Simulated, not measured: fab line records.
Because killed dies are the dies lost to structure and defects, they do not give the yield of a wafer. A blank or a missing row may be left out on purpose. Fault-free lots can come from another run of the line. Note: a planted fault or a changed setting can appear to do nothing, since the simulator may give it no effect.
Tool commonality check ; flow gf180mcu ; Lots sampled 12, wafers sampled 36

== WHY THIS WAS OPENED ==
GF_HV_LDD_TW_MEAS_38, reading HV_LDD_3_TW: flagged on 2 of 12 lots. Fault-free wafers read 1420, with a standard deviation of 17.
Rule: a lot is flagged in two cases, either no wafer of it has a number, or all its wafers with numbers fall more than 4 standard deviations from that mean. All remaining lots are regarded as sound.

lot;measured;on;HV_LDD_3_TW, wafer by wafer;flag
L479;day 13 09:56;filmMetro-04;1406 1404 1403;
L480;day 13 13:46;filmMetro-02;1444 1444 1441;
L481;day 14 03:41;filmMetro-02;1447 1441 1449;
L482;day 14 10:49;filmMetro-04;1410 1394 1399;
L485;day 15 04:58;filmMetro-02;1445 1448 1446;
L486;day 15 14:07;filmMetro-04;1415 1410 1402;
L490;day 16 22:01;filmMetro-02;1758 1762 1773;FLAGGED
L491;day 17 03:28;filmMetro-03;1421 1416 1413;
L492;day 17 07:07;filmMetro-03;1736 1728 1731;FLAGGED
L496;day 18 21:38;filmMetro-04;1408 1399 1402;
L497;day 19 00:14;filmMetro-04;1410 1406 1413;
L501;day 20 01:56;filmMetro-02;1427 1439 1435;
The mean of the flagged lots' numbers is 1748, +328 from the usual (+19 standard deviations).

== LOT BY LOT: THE TOOL USED ==
2 process steps preceding the reading are held in the record, out of 602 steps in the route. Read each cell as the tool, then ch plus the chambers that the sampled wafers visited, then the start.
lot;flag;GF_POLY_GATE_ETCH_12;GF_HV_LDD_IMPLANT_36
L479;;rieDiel-04 ch 1,2,3, day 10 19:58;implanter-01 ch 0, day 13 09:41
L480;;rieDiel-02 ch 0,1,3, day 10 23:19;implanter-03 ch 0, day 13 13:31
L481;;rieDiel-04 ch 1,2, day 11 11:28;implanter-04 ch 0, day 14 03:27
L482;;rieDiel-04 ch 1,2, day 11 15:34;implanter-01 ch 0, day 14 10:35
L485;;rieDiel-02 ch 1,3, day 12 09:47;implanter-01 ch 0, day 15 04:44
L486;;rieDiel-04 ch 0,1,2, day 12 19:02;implanter-01 ch 0, day 15 13:52
L490;FLAGGED;rieDiel-02 ch 0,1,2, day 13 21:20;implanter-01 ch 0, day 16 21:47
L491;;rieDiel-02 ch 0,1,2, day 14 02:41;implanter-04 ch 0, day 17 03:14
L492;FLAGGED;rieDiel-02 ch 2,3, day 14 07:22;implanter-01 ch 0, day 17 06:52
L496;;rieDiel-03 ch 2,3, day 15 10:13;implanter-04 ch 0, day 18 21:26
L497;;rieDiel-04 ch 2,3, day 15 18:13;implanter-04 ch 0, day 19 00:00
L501;;rieDiel-04 ch 1,2, day 16 17:02;implanter-03 ch 0, day 20 01:43
What is done by these steps:
- GF_POLY_GATE_ETCH_12: etches BARC in N2/H2.
- GF_HV_LDD_IMPLANT_36
- GF_HV_LDD_TW_MEAS_38

== FLAGGED AGAINST TOTAL, ONE TOOL AT A TIME (gauges that did the reading follow at the end) ==
step;tool;lots run;flagged;share of the flagged lots;sound lots run after its first flagged lot
GF_POLY_GATE_ETCH_12;rieDiel-02;5;2;all;1 (L491)
GF_POLY_GATE_ETCH_12;rieDiel-03;1;0;none;-
GF_POLY_GATE_ETCH_12;rieDiel-04;6;0;none;-
GF_HV_LDD_IMPLANT_36;implanter-01;6;2;all;0
GF_HV_LDD_IMPLANT_36;implanter-03;2;0;none;-
GF_HV_LDD_IMPLANT_36;implanter-04;4;0;none;-
GF_HV_LDD_TW_MEAS_38;filmMetro-02;5;1;some;1 (L501)
GF_HV_LDD_TW_MEAS_38;filmMetro-03;2;1;some;0
GF_HV_LDD_TW_MEAS_38;filmMetro-04;5;0;none;-

== THE TABLE: WHAT IT ALLOWS ==
Rows of the table that ran all the flagged lots, 2 in number: rieDiel-02 at GF_POLY_GATE_ETCH_12; implanter-01 at GF_HV_LDD_IMPLANT_36.
- rieDiel-02 at GF_POLY_GATE_ETCH_12 ran 5 lots, 2 of them flagged. Lots that were sound ran on it after the first flagged one (L491); a persistent fault on the entire tool would not allow that.
- implanter-01 at GF_HV_LDD_IMPLANT_36 ran 6 lots, 2 of them flagged. A fault beginning between L486 (day 15 13:52), its last sound lot, and L490 (day 16 21:47), its first flagged one, fits the data. Its own readings (doseIonsCm2, faradayCurrentUA) fall more than 4 standard deviations out on all wafers of the flagged lots.
implanter-01 at GF_HV_LDD_IMPLANT_36 is the single tool remaining.

== WHAT THE SIMULATOR PUT IN ==
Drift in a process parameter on implanter-01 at GF_HV_LDD_IMPLANT_36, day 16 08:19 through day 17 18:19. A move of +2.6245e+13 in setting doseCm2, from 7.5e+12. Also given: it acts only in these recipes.
Struck lots among those shown: L490, L492. The rule above reached the same finding.
